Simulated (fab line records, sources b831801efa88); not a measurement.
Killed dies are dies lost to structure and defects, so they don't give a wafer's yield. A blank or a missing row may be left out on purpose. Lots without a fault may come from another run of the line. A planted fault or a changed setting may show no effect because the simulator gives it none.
fab line records | flow gf180mcu
record lots=5 wafers=15 last_day=34
route steps=602 shown VT_IMPLANT@134 MVSD@136 NWELL@137 LVPWELL@138 MVPSD@139 DUAL_GATE@141 POLY_GATE@157
lots that met no fault: from a run of the same line without faults
start_h: hours from the record's first day to the start of the lot's first wafer shown | wait_h: hours since the lot's step before | " the same as in the row above | L1.1+2: a row that stands for several wafers | - no value, or no start given | * or withheld: withheld | < > ~ a bound
route shown NAME@n: a module of which the file shows steps, and the number in the route of the first | usual: mean/standard deviation of fault-free wafers | same: alike in all rows | chamber/n: place in a boat | sites: the reading at each site | _std_site: their standard deviation | _edge_site: outer sites' mean less inner sites' | radius_mm: how far each site lies from the wafer's centre | mask NAME#n: copy n | behind: the tool/chamber that last shaped the wafer | hold: why the lot was held/for how many hours/how that ended | device: the transistor (n, p or np) that didn't switch | end of line: the same wafers' tests at the end of the route | a step without rows: its recipe alone | killed: dies lost to structure and defects at the first sort, not the wafer's yield | map: a wafer's dies, x killed, . not, _ none there
set.NAME: the setting as run; set.NAME@STEP: as run at that earlier step | model.NAME: the simulator's own value behind a step, which no gauge read
lots at some steps of the route; a table a step, a row a wafer
services: from which hour (start_h, from the record's first day; less than 0 if before it) a tool's chamber was out of use, for how many hours, and why
## steps
# step GF_VT_IMPLANT_CLEAN_44
# recipe chemistry=SC1/SC2 mix=1:4:20 temp_c=70 time_s=150 dry=n2_spin
# usual bath_heat_duty_pct=13.1/1.3
# columns lot.wafer tool chamber start_h wait_h bath_heat_duty_pct
L076.1 wet_bench-01 1 174.18 0.1 13.0
L076.2 " 1 " " 10.7
L076.6 " 1 " " 11.3
L080.2 wet_bench-04 1 210.36 0.0 11.3
L080.5 " 1 " " 10.8
L080.6 " 1 " " 11.2
L084.1 wet_bench-02 3 230.98 0.1 14.0
L084.4 " 3 " " 13.7
L084.5 " 3 " " 13.3
L094.1 wet_bench-01 3 296.16 0.1 13.0
L094.3 " 3 " " 14.8
L094.6 " 3 " " 13.5
L095.4 wet_bench-04 1 301.17 0.0 11.1
L095.5 " 1 " " 10.8
L095.6 " 1 " " 10.9
# step GF_VT_IMPLANT_RTA_45
# recipe temp_c=1050 time_s=30 ambient=N2
# usual lamp_power_pct=31.3/2 wafer_temp_C_max=1056.4/1.3
# columns lot.wafer tool chamber start_h wait_h lamp_power_pct wafer_temp_C_max
L076.1 rtp_anneal-02 0 174.23 0.0 33.2 1055.3
L076.2 " 0 " " 33.1 1055.4
L076.6 " 0 " " 33.0 1055.8
L080.2 rtp_anneal-01 0 210.43 0.0 29.2 1055.3
L080.5 " 0 " " 29.2 1057.4
L080.6 " 0 " " 29.1 1056.0
L084.1 rtp_anneal-01 0 231.03 0.0 29.1 1057.9
L084.4 " 0 " " 29.1 1061.2
L084.5 " 0 " " 29.1 1056.0
L094.1 rtp_anneal-02 0 296.26 0.0 33.1 1056.7
L094.3 " 0 " " 33.2 1056.3
L094.6 " 0 " " 33.0 1055.2
L095.4 rtp_anneal-01 0 301.27 0.1 29.1 1058.2
L095.5 " 0 " " 29.1 1056.6
L095.6 " 0 " " 29.1 1057.2
# step GF_VT_IMPLANT_RS_MEAS_46
# recipe thk_meas_gauge=four-point-probe
# usual MVSD_RS=456.5/0.95
# columns lot.wafer tool chamber start_h wait_h MVSD_RS[ohm/sq]
L076.1 film_metro-01 - 174.33 0.1 456.1
L076.2 " - " " 456.3
L076.6 " - " " 455.4
L080.2 film_metro-04 - 210.53 0.1 456.0
L080.5 " - " " 457.2
L080.6 " - " " 456.1
L084.1 film_metro-03 - 231.13 0.1 455.3
L084.4 " - " " 454.4
L084.5 " - " " 454.8
L094.1 film_metro-03 - 296.36 0.1 457.8
L094.3 " - " " 458.1
L094.6 " - " " 456.0
L095.4 film_metro-01 - 301.38 0.1 456.2
L095.5 " - " " 455.9
L095.6 " - " " 455.9
# step GF_VT_IMPLANT_RS_MEAS_47
# recipe thk_meas_gauge=four-point-probe
# usual NWELL_RS=487.7/1.2
# columns lot.wafer tool chamber start_h wait_h NWELL_RS[ohm/sq]
L076.1 film_metro-01 - 174.45 0.1 486.6
L076.2 " - " " 486.8
L076.6 " - " " 487.9
L080.2 film_metro-04 - 210.65 0.1 486.2
L080.5 " - " " 485.6
L080.6 " - " " 485.8
L084.1 film_metro-03 - 231.25 0.1 488.8
L084.4 " - " " 489.4
L084.5 " - " " 487.4
L094.1 film_metro-03 - 296.48 0.1 486.2
L094.3 " - " " 486.2
L094.6 " - " " 485.9
L095.4 film_metro-01 - 301.50 0.1 488.3
L095.5 " - " " 488.7
L095.6 " - " " 487.9
# step GF_VT_IMPLANT_RS_MEAS_48
# recipe thk_meas_gauge=four-point-probe
# usual LVPWELL_RS=1195.6/2.8
# columns lot.wafer tool chamber start_h wait_h LVPWELL_RS[ohm/sq]
L076.1 film_metro-01 - 174.57 0.1 1198.2
L076.2 " - " " 1193.5
L076.6 " - " " 1196.5
L080.2 film_metro-04 - 210.77 0.1 1202.1
L080.5 " - " " 1195.5
L080.6 " - " " 1197.8
L084.1 film_metro-03 - 231.37 0.1 1197.7
L084.4 " - " " 1195.2
L084.5 " - " " 1194.1
L094.1 film_metro-03 - 296.60 0.1 1195.1
L094.3 " - " " 1194.1
L094.6 " - " " 1197.1
L095.4 film_metro-01 - 301.62 0.1 1192.6
L095.5 " - " " 1192.6
L095.6 " - " " 1190.7
# step GF_VT_IMPLANT_RS_MEAS_49
# recipe thk_meas_gauge=four-point-probe
# usual MVPSD_RS=1168/3.1
# columns lot.wafer tool chamber start_h wait_h MVPSD_RS[ohm/sq]
L076.1 film_metro-01 - 174.69 0.1 1164
L076.2 " - " " 1170
L076.6 " - " " 1169
L080.2 film_metro-04 - 210.89 0.1 1170
L080.5 " - " " 1167
L080.6 " - " " 1169
L084.1 film_metro-03 - 231.49 0.1 1165
L084.4 " - " " 1167
L084.5 " - " " 1163
L094.1 film_metro-03 - 296.72 0.1 1176
L094.3 " - " " 1167
L094.6 " - " " 1168
L095.4 film_metro-01 - 301.74 0.1 1165
L095.5 " - " " 1165
L095.6 " - " " 1165
# step GF_VT_IMPLANT_WET_ETCH_50
# recipe chemistry=dHF target_depth_nm=20 target=SiO2 temp_c=25 dilution=100:1 time_s=400
# usual bath_heat_duty_pct=6.0/0.71
# columns lot.wafer tool chamber start_h wait_h bath_heat_duty_pct
L076.1 wet_bench-01 0 174.81 0.1 7.5
L076.2 " 0 " " 6.1
L076.6 " 0 " " 6.7
L080.2 wet_bench-04 3 210.99 0.1 6.0
L080.5 " 3 " " 7.8
L080.6 " 3 " " 7.0
L084.1 wet_bench-01 0 231.61 0.1 6.0
L084.4 " 0 " " 5.8
L084.5 " 0 " " 5.9
L094.1 wet_bench-01 3 296.84 0.1 6.2
L094.3 " 3 " " 5.8
L094.6 " 3 " " 6.5
L095.4 wet_bench-04 1 301.80 0.0 5.3
L095.5 " 1 " " 5.3
L095.6 " 1 " " 5.3
# step GF_DUAL_GATE_CLEAN_00
# recipe chemistry=SC1/SC2 mix=1:4:20 temp_c=70 time_s=150
# usual bath_heat_duty_pct=13.0/1.7
# columns lot.wafer tool chamber start_h wait_h bath_heat_duty_pct
L076.1 wet_bench-02 0 174.93 0.0 11.8
L076.2 " 0 " " 10.7
L076.6 " 0 " " 11.6
L080.2 wet_bench-02 0 211.12 0.0 11.7
L080.5 " 0 " " 10.9
L080.6 " 0 " " 12.3
L084.1 wet_bench-04 2 231.88 0.0 11.1
L084.4 " 2 " " 12.1
L084.5 " 2 " " 12.9
L094.1 wet_bench-04 0 297.08 0.0 16.0
L094.3 " 0 " " 16.9
L094.6 " 0 " " 17.0
L095.4 wet_bench-02 1 301.92 0.0 12.6
L095.5 " 1 " " 12.7
L095.6 " 1 " " 12.1
# step GF_DUAL_GATE_CLEAN_01
# recipe chemistry=dHF time_s=20 dilution=100:1 dry=ipa_marangoni
# columns lot.wafer tool chamber start_h wait_h
L076.1+2+6 wet_bench-04 3 174.98 0.0
L080.2+5+6 wet_bench-04 0 211.17 0.0
L084.1+4+5 wet_bench-02 0 231.93 0.0
L094.1+3+6 wet_bench-01 0 297.13 0.0
L095.4+5+6 wet_bench-01 3 301.97 0.0
# step GF_DUAL_GATE_OXIDATION_02
# recipe temp_c=900 ambient=O2 stabilise_s=600 purge_s=300 target_thk_a=108.87 ox_time_s=1602
# usual spike_tc_centre_C=901.1/1.1
# same ox_time_s=1602
# columns lot.wafer tool chamber start_h wait_h spike_tc_centre_C
L076.1 furnace-01 0 174.99 0.0 900.6
L076.2 " 0 " " 901.7
L076.6 " 0 " " 902.6
L080.2 furnace-02 0 211.66 0.5 900.6
L080.5 " 0 " " 901.2
L080.6 " 0 " " 898.8
L084.1 furnace-02 0 232.81 0.9 902.0
L084.4 " 0 " " 902.4
L084.5 " 0 " " 899.9
L094.1 furnace-01 0 297.15 0.0 902.7
L094.3 " 0 " " 902.3
L094.6 " 0 " " 899.3
L095.4 furnace-01 0 302.58 0.6 901.9
L095.5 " 0 " " 900.0
L095.6 " 0 " " 900.9
# step GF_DUAL_GATE_THK_MEAS_03
# recipe reads=SiO2_of_DUAL_GATE_OXIDATION_02
# usual DUAL_GATE_OXIDATION_00_THK=10.98/0.21
# columns lot.wafer tool chamber start_h wait_h DUAL_GATE_OXIDATION_00_THK[nm]
L076.1 film_metro-04 - 176.44 0.0 10.88
L076.2 " - " " 10.81
L076.6 " - " " 10.80
L080.2 film_metro-01 - 213.12 0.0 11.03
L080.5 " - " " 10.93
L080.6 " - " " 11.04
L084.1 film_metro-02 - 234.26 0.0 10.97
L084.4 " - " " 11.19
L084.5 " - " " 10.95
L094.1 film_metro-04 - 298.60 0.0 11.26
L094.3 " - " " 10.99
L094.6 " - " " 11.02
L095.4 film_metro-02 - 304.05 0.0 10.61
L095.5 " - " " 10.65
L095.6 " - " " 10.70
# step GF_DUAL_GATE_DEHYDRATE_04
# recipe temp_c=200 time_s=60
# columns lot.wafer tool chamber start_h wait_h
L076.1+2+6 litho_track-03 0 184.38 7.9
L080.2+5+6 litho_track-02 0 221.29 8.2
L084.1+4+5 litho_track-03 0 242.58 8.3
L094.1+3+6 litho_track-04 0 307.99 9.4
L095.4+5+6 litho_track-04 0 314.07 10.0
# step GF_DUAL_GATE_HMDS_05
# recipe prime_time_s=60 prime_temp_c=120
# columns lot.wafer tool chamber start_h wait_h
L076.1+2+6 litho_track-03 0 184.53 0.1
L080.2+5+6 litho_track-02 0 221.44 0.1
L084.1+4+5 litho_track-03 0 242.73 0.1
L094.1+3+6 litho_track-04 0 308.14 0.1
L095.4+5+6 litho_track-04 0 314.22 0.1
# step GF_DUAL_GATE_COAT_06
# recipe resist=NOVOLAK spin_rpm=3000 resist_thk_nm=1000
# columns lot.wafer tool chamber start_h wait_h
L076.1+2+6 litho_track-03 0 184.68 0.1
L080.2+5+6 litho_track-02 0 221.59 0.1
L084.1+4+5 litho_track-03 0 242.88 0.1
L094.1+3+6 litho_track-04 0 308.29 0.1
L095.4+5+6 litho_track-04 0 314.37 0.1
# step GF_DUAL_GATE_SOFTBAKE_07
# recipe temp_c=90 time_s=60 resist=NOVOLAK
# columns lot.wafer tool chamber start_h wait_h
L076.1+2+6 litho_track-03 0 184.83 0.1
L080.2+5+6 litho_track-02 0 221.74 0.1
L084.1+4+5 litho_track-03 0 243.03 0.1
L094.1+3+6 litho_track-04 0 308.44 0.1
L095.4+5+6 litho_track-04 0 314.52 0.1
# step GF_DUAL_GATE_EXPOSE_08
# recipe mask_id=Dualgate target_cd_nm=700 na=0.6 source_shape=conventional sigma_outer=0.6 dose_mj=140
# usual stage_vel_mm_s=500.02/0.25
# columns lot.wafer tool chamber start_h wait_h mask stage_vel_mm_s
L076.1 iline_stepper-01 0 - - Dualgate#0 499.81
L076.2 " 0 " " Dualgate#0 500.07
L076.6 " 0 " " Dualgate#0 500.02
L080.2 iline_stepper-01 0 - - Dualgate#0 500.02
L080.5 " 0 " " Dualgate#0 500.01
L080.6 " 0 " " Dualgate#0 499.94
L084.1 iline_stepper-01 0 - - Dualgate#0 499.91
L084.4 " 0 " " Dualgate#0 499.87
L084.5 " 0 " " Dualgate#0 499.63
L094.1 iline_stepper-01 0 - - Dualgate#0 500.13
L094.3 " 0 " " Dualgate#0 500.24
L094.6 " 0 " " Dualgate#0 499.92
L095.4 iline_stepper-02 0 - - Dualgate#0 500.07
L095.5 " 0 " " Dualgate#0 499.81
L095.6 " 0 " " Dualgate#0 500.13
# step GF_DUAL_GATE_PEB_09
# recipe temp_c=withheld time_s=* resist=NOVOLAK
# columns lot.wafer tool chamber start_h wait_h
L076.1+2+6 litho_track-02 0 - -
L080.2+5+6 litho_track-03 0 - -
L084.1+4+5 litho_track-02 0 - -
L094.1+3+6 litho_track-02 0 - -
L095.4+5+6 litho_track-04 0 - -
# step GF_DUAL_GATE_DEVELOP_10
# recipe develop_time_s=60 dev_temp_c=23
# usual developer_temp_C=23.00/0.12
# same develop_time_s=60
# columns lot.wafer tool chamber start_h wait_h developer_temp_C
L076.1 litho_track-02 0 193.26 0.1 23.00
L076.2 " 0 " " 23.16
L076.6 " 0 " " 23.04
L080.2 litho_track-03 0 230.81 0.1 23.25
L080.5 " 0 " " 23.17
L080.6 " 0 " " 23.15
L084.1 litho_track-02 0 252.76 0.1 22.90
L084.4 " 0 " " 22.85
L084.5 " 0 " " 22.88
L094.1 litho_track-02 0 319.31 0.1 22.85
L094.3 " 0 " " 22.77
L094.6 " 0 " " 22.97
L095.4 litho_track-04 0 324.51 0.1 23.03
L095.5 " 0 " " 23.00
L095.6 " 0 " " 23.06
# step GF_DUAL_GATE_OVL_MEAS_11
# usual DUAL_GATE_OVL=-0.4/1.3
# columns lot.wafer tool chamber start_h wait_h DUAL_GATE_OVL[nm]
L076.1 overlay-01 - 193.41 0.1 -1.2
L076.2 " - " " -1.4
L076.6 " - " " 0.2
L080.2 overlay-01 - 230.94 0.1 0.5
L080.5 " - " " -0.3
L080.6 " - " " 1.0
L084.1 overlay-01 - 252.91 0.1 0.1
L084.4 " - " " -0.5
L084.5 " - " " 0.7
L094.1 overlay-02 - 319.46 0.1 -1.0
L094.3 " - " " 0.0
L094.6 " - " " -0.8
L095.4 overlay-01 - 324.61 0.1 1.4
L095.5 " - " " 0.1
L095.6 " - " " 2.8
# step GF_DUAL_GATE_WET_ETCH_12
# recipe chemistry=dHF target_depth_nm=13 dry=n2_spin target=SiO2 temp_c=25 dilution=100:1 time_s=260
# usual bath_heat_duty_pct=6.1/0.65
# columns lot.wafer tool chamber start_h wait_h bath_heat_duty_pct
L076.1 wet_bench-02 3 193.45 0.0 6.1
L076.2 " 3 " " 5.9
L076.6 " 3 " " 6.8
L080.2 wet_bench-04 2 230.97 0.0 5.5
L080.5 " 2 " " 5.6
L080.6 " 2 " " 5.6
L084.1 wet_bench-01 0 252.95 0.0 6.2
L084.4 " 0 " " 7.0
L084.5 " 0 " " 5.9
L094.1 wet_bench-04 3 319.50 0.0 6.2
L094.3 " 3 " " 6.3
L094.6 " 3 " " 7.4
L095.4 wet_bench-04 3 324.63 0.0 6.7
L095.5 " 3 " " 7.4
L095.6 " 3 " " 6.6
# step GF_DUAL_GATE_STRIP_13
# recipe chemistry=O2/N2 power_w=1400 pressure_mtorr=1500 platen_temp_c=250 o2_flow_sccm=3000 n2_flow_sccm=300 overash_fraction=0.5
# usual chamber_pressure_mTorr=1500.0/1.3 drypump_motor_current_A=5.70/0.2 heater_power_w=341/36 oes_product_au=0.716/0.0048 strip_time_to_endpoint_s=12.63/0.034
# same overash_fraction=0.5
# columns lot.wafer tool chamber start_h wait_h chamber_pressure_mTorr drypump_motor_current_A heater_power_w oes_product_au rf_hours_counter_h strip_time_to_endpoint_s
L076.1 plasma_asher-03 0 193.54 0.0 1500.8 5.86 327 0.713 9 12.66
L076.2 " 1 " " 1501.2 5.81 373 0.710 9 12.68
L076.6 " 1 " " 1501.4 5.79 373 0.718 - 12.64
L080.2 plasma_asher-03 0 231.05 0.0 1498.8 5.84 326 0.719 12 12.63
L080.5 " 0 " " 1497.4 5.86 325 0.719 - 12.69
L080.6 " 1 " " 1502.0 5.80 376 0.707 - 12.64
L084.1 plasma_asher-04 0 253.12 0.0 1498.0 5.65 336 0.710 49 12.61
L084.4 " 1 " " 1500.5 5.65 301 0.720 - 12.61
L084.5 " 1 " " 1500.0 5.65 311 0.715 - 12.65
L094.1 plasma_asher-04 1 319.58 0.0 1498.1 5.64 291 0.712 56 12.67
L094.3 " 0 " " 1500.4 5.62 320 0.720 - 12.66
L094.6 " 0 " " 1499.9 5.57 324 0.715 - 12.67
L095.4 plasma_asher-02 1 324.74 0.0 1499.1 5.79 432 0.712 - 12.65
L095.5 " 1 " " 1499.9 5.80 422 0.710 - 12.60
L095.6 " 0 " " 1499.3 4.99 379 0.718 - 12.61
# step GF_DUAL_GATE_CLEAN_14
# recipe chemistry=SC1/SC2 mix=1:4:20 temp_c=70 time_s=150 dry=n2_spin
# usual bath_heat_duty_pct=12.9/1.3
# columns lot.wafer tool chamber start_h wait_h bath_heat_duty_pct
L076.1 wet_bench-02 2 193.64 0.1 12.7
L076.2 " 2 " " 14.2
L076.6 " 2 " " 12.8
L080.2 wet_bench-01 0 231.15 0.1 12.7
L080.5 " 0 " " 13.6
L080.6 " 0 " " 14.2
L084.1 wet_bench-01 2 253.22 0.1 12.3
L084.4 " 2 " " 13.4
L084.5 " 2 " " 12.6
L094.1 wet_bench-02 3 319.68 0.1 12.6
L094.3 " 3 " " 11.9
L094.6 " 3 " " 12.9
L095.4 wet_bench-04 0 324.81 0.0 16.7
L095.5 " 0 " " 16.1
L095.6 " 0 " " 16.4
# step GF_DUAL_GATE_OXIDATION_15
# recipe temp_c=850 ambient=O2 stabilise_s=600 purge_s=300 target_thk_a=70.98 ox_time_s=1995
# usual spike_tc_centre_C=851.0/1.1
# same ox_time_s=1995
# columns lot.wafer tool chamber start_h wait_h spike_tc_centre_C
L076.1 furnace-01 0 193.69 0.0 851.7
L076.2 " 0 " " 853.7
L076.6 " 0 " " 851.9
L080.2 furnace-02 0 231.26 0.0 850.6
L080.5 " 0 " " 850.1
L080.6 " 0 " " 850.0
L084.1 furnace-02 0 255.83 2.5 851.2
L084.4 " 0 " " 849.2
L084.5 " 0 " " 849.8
L094.1 furnace-02 0 319.73 0.0 852.3
L094.3 " 0 " " 849.9
L094.6 " 0 " " 851.0
L095.4 furnace-02 0 324.86 0.0 850.9
L095.5 " 0 " " 850.7
L095.6 " 0 " " 851.5
# step GF_POLY_GATE_CVD_00
# recipe material=poly-Si target_thk_nm=200 temp_c=620 time_s=1200 pressure_mtorr=200
# usual spike_tc_centre_C=620.1/2.1
# columns lot.wafer tool chamber start_h wait_h spike_tc_centre_C
L076.1 lpcvd-02 1 195.25 0.0 619.1
L076.2 " 1 " " 618.3
L076.6 " 1 " " 619.0
L080.2 lpcvd-02 1 233.56 0.7 620.2
L080.5 " 1 " " 620.0
L080.6 " 1 " " 619.4
L084.1 lpcvd-02 1 257.38 0.0 619.4
L084.4 " 1 " " 620.2
L084.5 " 1 " " 617.9
L094.1 lpcvd-02 1 321.28 0.0 617.7
L094.3 " 1 " " 619.2
L094.6 " 1 " " 618.1
L095.4 lpcvd-02 0 326.41 0.0 621.5
L095.5 " 0 " " 618.4
L095.6 " 0 " " 620.6
# step GF_POLY_GATE_THK_MEAS_01
# recipe reads=poly-Si_of_POLY_GATE_CVD_00
# usual POLY_GATE_CVD_00_THK=200.2/1.8
# columns lot.wafer tool chamber start_h wait_h POLY_GATE_CVD_00_THK[nm]
L076.1 film_metro-01 - 197.25 0.0 198.8
L076.2 " - " " 198.0
L076.6 " - " " 197.2
L080.2 film_metro-01 - 234.90 0.0 198.9
L080.5 " - " " 201.0
L080.6 " - " " 198.6
L084.1 film_metro-03 - 258.71 0.0 199.4
L084.4 " - " " 197.1
L084.5 " - " " 199.0
L094.1 film_metro-02 - 322.62 0.0 202.8
L094.3 " - " " 202.9
L094.6 " - " " 201.0
L095.4 film_metro-02 - 327.77 0.0 201.2
L095.5 " - " " 201.3
L095.6 " - " " 202.2
# step GF_POLY_GATE_DEHYDRATE_02
# recipe temp_c=200 time_s=60
# columns lot.wafer tool chamber start_h wait_h
L076.1+2+6 litho_track-03 0 204.73 7.5
L080.2+5+6 litho_track-04 0 243.32 8.4
L084.1+4+5 litho_track-03 0 266.68 8.0
L094.1+3+6 litho_track-03 0 332.38 9.8
L095.4+5+6 litho_track-01 0 338.17 10.4
# step GF_POLY_GATE_HMDS_03
# recipe prime_time_s=60 prime_temp_c=120
# columns lot.wafer tool chamber start_h wait_h
L076.1+2+6 litho_track-03 0 204.88 0.1
L080.2+5+6 litho_track-04 0 243.47 0.1
L084.1+4+5 litho_track-03 0 266.83 0.1
L094.1+3+6 litho_track-03 0 332.53 0.1
L095.4+5+6 litho_track-01 0 338.32 0.1
# step GF_POLY_GATE_COAT_04
# recipe resist=BARC temp_c=withheld time_s=withheld spin_rpm=withheld resist_thk_nm=withheld
# columns lot.wafer tool chamber start_h wait_h
L076.1+2+6 litho_track-03 0 205.03 0.1
L080.2+5+6 litho_track-04 0 243.62 0.1
L084.1+4+5 litho_track-03 0 266.98 0.1
L094.1+3+6 litho_track-03 0 332.68 0.1
L095.4+5+6 litho_track-01 0 338.47 0.1
# step GF_POLY_GATE_COAT_05
# recipe resist=KrF spin_rpm=withheld resist_thk_nm=700
# columns lot.wafer tool chamber start_h wait_h
L076.1+2+6 litho_track-03 0 - -
L080.2+5+6 litho_track-04 0 - -
L084.1+4+5 litho_track-03 0 - -
L094.1+3+6 litho_track-03 0 - -
L095.4+5+6 litho_track-01 0 - -
# step GF_POLY_GATE_SOFTBAKE_06
# recipe temp_c=130 time_s=60 resist=KrF
# columns lot.wafer tool chamber start_h wait_h
L076.1+2+6 litho_track-03 0 - -
L080.2+5+6 litho_track-04 0 - -
L084.1+4+5 litho_track-03 0 - -
L094.1+3+6 litho_track-03 0 - -
L095.4+5+6 litho_track-01 0 - -
# step GF_POLY_GATE_EXPOSE_07
# recipe mask_id=Poly2 target_cd_nm=280 na=0.68 source_shape=conventional sigma_outer=0.6 dose_mj=28
# usual stage_vel_mm_s=500.02/0.26
# columns lot.wafer tool chamber start_h wait_h mask stage_vel_mm_s
L076.1 krf_scanner-02 0 - - Poly2#0 500.32
L076.2 " 0 " " Poly2#0 499.93
L076.6 " 0 " " Poly2#0 500.20
L080.2 krf_scanner-02 0 - - Poly2#0 500.15
L080.5 " 0 " " Poly2#0 499.66
L080.6 " 0 " " Poly2#0 500.28
L084.1 krf_scanner-02 0 - - Poly2#0 499.74
L084.4 " 0 " " Poly2#0 499.93
L084.5 " 0 " " Poly2#0 499.72
L094.1 krf_scanner-01 0 - - Poly2#0 500.01
L094.3 " 0 " " Poly2#0 500.03
L094.6 " 0 " " Poly2#0 500.15
L095.4 krf_scanner-01 0 - - Poly2#0 499.38
L095.5 " 0 " " Poly2#0 499.64
L095.6 " 0 " " Poly2#0 499.62
# step GF_POLY_GATE_PEB_08
# recipe peb_temp_c=135 peb_time_s=90 resist=KrF
# same peb_time_s=90
# columns lot.wafer tool chamber start_h wait_h
L076.1+2+6 litho_track-03 0 - -
L080.2+5+6 litho_track-03 0 - -
L084.1+4+5 litho_track-01 0 - -
L094.1+3+6 litho_track-03 0 - -
L095.4+5+6 litho_track-04 0 - -
# step GF_POLY_GATE_DEVELOP_09
# recipe develop_time_s=60 resist=KrF dev_temp_c=21
# usual developer_temp_C=20.99/0.11
# same develop_time_s=60
# columns lot.wafer tool chamber start_h wait_h developer_temp_C
L076.1 litho_track-03 0 214.28 0.2 20.95
L076.2 " 0 " " 21.10
L076.6 " 0 " " 20.84
L080.2 litho_track-03 0 253.86 0.2 20.90
L080.5 " 0 " " 21.06
L080.6 " 0 " " 21.05
L084.1 litho_track-01 0 277.60 0.2 21.06
L084.4 " 0 " " 20.91
L084.5 " 0 " " 21.03
L094.1 litho_track-03 0 343.68 0.2 21.18
L094.3 " 0 " " 21.22
L094.6 " 0 " " 20.99
L095.4 litho_track-04 0 349.56 0.1 20.86
L095.5 " 0 " " 21.06
L095.6 " 0 " " 20.88
# step GF_POLY_GATE_CD_MEAS_10
# recipe target_cd_nm=280
# usual cd_nm=280.3/1.1
# columns lot.wafer tool chamber start_h wait_h cd_nm
L076.1 cd_sem-02 - 214.43 0.1 279.8
L076.2 " - " " 280.1
L076.6 " - " " 279.7
L080.2 cd_sem-02 - 254.00 0.1 281.6
L080.5 " - " " 280.6
L080.6 " - " " 280.9
L084.1 cd_sem-01 - 277.75 0.1 279.8
L084.4 " - " " 278.4
L084.5 " - " " 278.6
L094.1 cd_sem-01 - 343.83 0.1 280.5
L094.3 " - " " 280.7
L094.6 " - " " 281.5
L095.4 cd_sem-02 - 349.70 0.1 280.6
L095.5 " - " " 280.3
L095.6 " - " " 280.3
# step GF_POLY_GATE_OVL_MEAS_11
# usual POLY_GATE_OVL=-1/5.3
# columns lot.wafer tool chamber start_h wait_h POLY_GATE_OVL[nm]
L076.1 overlay-01 - 214.55 0.1 -5
L076.2 " - " " -3
L076.6 " - " " 0
L080.2 overlay-02 - 254.11 0.1 5
L080.5 " - " " -2
L080.6 " - " " 5
L084.1 overlay-01 - 277.87 0.1 2
L084.4 " - " " 2
L084.5 " - " " 4
L094.1 overlay-02 - 343.95 0.1 -4
L094.3 " - " " -5
L094.6 " - " " -4
L095.4 overlay-01 - 349.78 0.1 8
L095.5 " - " " 10
L095.6 " - " " 6
# step GF_POLY_GATE_ETCH_12
# recipe chemistry=N2/H2 target_depth_a=withheld overetch_a=withheld time_s=withheld target=BARC ion_energy_ev=200 source_w=500 bias_w=100 pressure_mtorr=30 n2_flow_sccm=100 h2_flow_sccm=200
# usual bias_w=100.0/0.32 chamber_pressure_mTorr=30.000/0.025 drypump_motor_current_A=5.7/0.6 oes_product_au=0.735/0.0045 throttle_valve_pct=13.214/0.01
# columns lot.wafer tool chamber start_h wait_h bias_w chamber_pressure_mTorr drypump_motor_current_A oes_product_au throttle_valve_pct
L076.1 rie_diel-02 2 214.59 0.0 100.0 30.029 4.9 0.736 13.212
L076.2 " 0 " " 100.1 30.074 5.7 0.734 13.191
L076.6 " 1 " " 100.0 29.980 5.7 0.737 13.220
L080.2 rie_diel-04 3 254.14 0.0 99.7 29.975 5.3 0.739 13.232
L080.5 " 0 " " 100.3 29.967 6.7 0.738 13.206
L080.6 " 3 " " 99.8 30.002 5.3 0.740 13.216
L084.1 rie_diel-04 2 277.91 0.0 99.8 29.967 6.5 0.739 13.218
L084.4 " 0 " " 99.9 29.970 6.7 0.739 13.206
L084.5 " 3 " " 100.2 30.022 5.3 0.734 13.202
L094.1 rie_diel-04 0 343.99 0.0 99.7 29.993 6.7 0.730 13.196
L094.3 " 2 " " 100.1 29.977 6.5 0.741 13.225
L094.6 " 1 " " 99.0 29.995 5.1 0.733 13.216
L095.4 rie_diel-02 3 349.80 0.0 99.9 30.032 5.7 0.736 13.227
L095.5 " 1 " " 100.6 30.005 5.7 0.730 13.216
L095.6 " 2 " " 100.2 29.985 4.8 0.738 13.214
# step GF_POLY_GATE_ETCH_13
# recipe target=poly-Si target_depth_nm=198.5 stop_on=SiO2 over_etch_frac=0.403 chemistry=HBr/Cl2 icp_w=400 bias_w=100 pressure_mtorr=10 HBr_flow_sccm=150 Cl2_flow_sccm=50 time_s=69.6
# usual HBr_flow_sccm=150.0/0.43 bias_w=100.0/0.31 chamber_pressure_mTorr=10.001/0.0092 drypump_motor_current_A=5.8/0.33 oes_product_au=0.991/0.0077 throttle_valve_pct=33.685/0.009
# columns lot.wafer tool chamber start_h wait_h HBr_flow_sccm bias_w chamber_pressure_mTorr drypump_motor_current_A oes_product_au rf_hours_counter_h throttle_valve_pct
L076.1 rie_si-01 1 214.64 - 149.5 99.7 10.024 5.7 0.974 2 33.680
L076.2 " 2 " " 149.8 99.3 9.990 5.5 0.986 72 33.695
L076.6 " 1 " " 149.7 100.3 9.997 5.7 0.986 - 33.677
L080.2 rie_si-01 2 254.19 - 150.4 100.3 9.998 5.6 0.990 73 33.660
L080.5 " 1 " " 150.5 99.8 9.986 5.7 0.985 - 33.682
L080.6 " 0 " " 149.4 99.8 9.998 5.6 0.992 - 33.689
L084.1 rie_si-01 2 277.96 - 151.0 99.8 10.006 5.5 0.990 73 33.681
L084.4 " 0 " " 150.1 99.9 10.019 5.6 0.991 68 33.698
L084.5 " 3 " " 150.1 100.4 10.005 6.3 0.995 - 33.697
L094.1 rie_si-02 1 344.04 - 149.8 100.6 10.000 5.5 0.991 64 33.669
L094.3 " 2 " " 149.9 99.6 9.998 5.9 0.974 60 33.676
L094.6 " 1 " " 150.4 99.6 10.004 5.5 0.988 - 33.682
L095.4 rie_si-02 2 349.85 - 149.8 99.7 9.994 5.9 0.988 61 33.679
L095.5 " 3 " " 150.0 99.9 10.004 6.5 0.996 - 33.697
L095.6 " 0 " " 149.8 100.2 10.010 5.6 1.001 - 33.683
## services
# columns tool chamber start_h hours kind
krf_scanner-02 - 160.08 1.4 repair
plasma_asher-04 - 164.07 2.4 repair
krf_scanner-02 - 165.78 0.4 repair
krf_scanner-02 - 191.18 2.1 repair
furnace-02 - 200.98 2.6 pm
krf_scanner-02 - 202.18 0.8 pm
furnace-02 - 208.46 3.2 pm
iline_stepper-01 - 210.07 1.7 pm
furnace-01 - 221.37 3.4 pm
krf_scanner-02 - 225.21 1.0 pm
rie_diel-04 - 231.06 0.4 repair
rtp_anneal-01 - 232.35 5.1 pm
rie_diel-04 1 236.91 11.4 repair
wet_bench-01 - 243.08 1.9 pm
rie_diel-04 2 252.77 10.6 repair
krf_scanner-02 - 253.65 2.6 repair
krf_scanner-02 - 301.80 1.3 pm
krf_scanner-02 - 311.87 4.4 pm
iline_stepper-01 - 315.43 4.4 pm
krf_scanner-02 - 335.11 5.1 repair
krf_scanner-02 - 341.90 0.3 repair
furnace-01 - 342.32 3.6 pm
rie_diel-04 1 346.00 1.3 repair
furnace-01 - 347.55 13.1 repair
## key
fault none
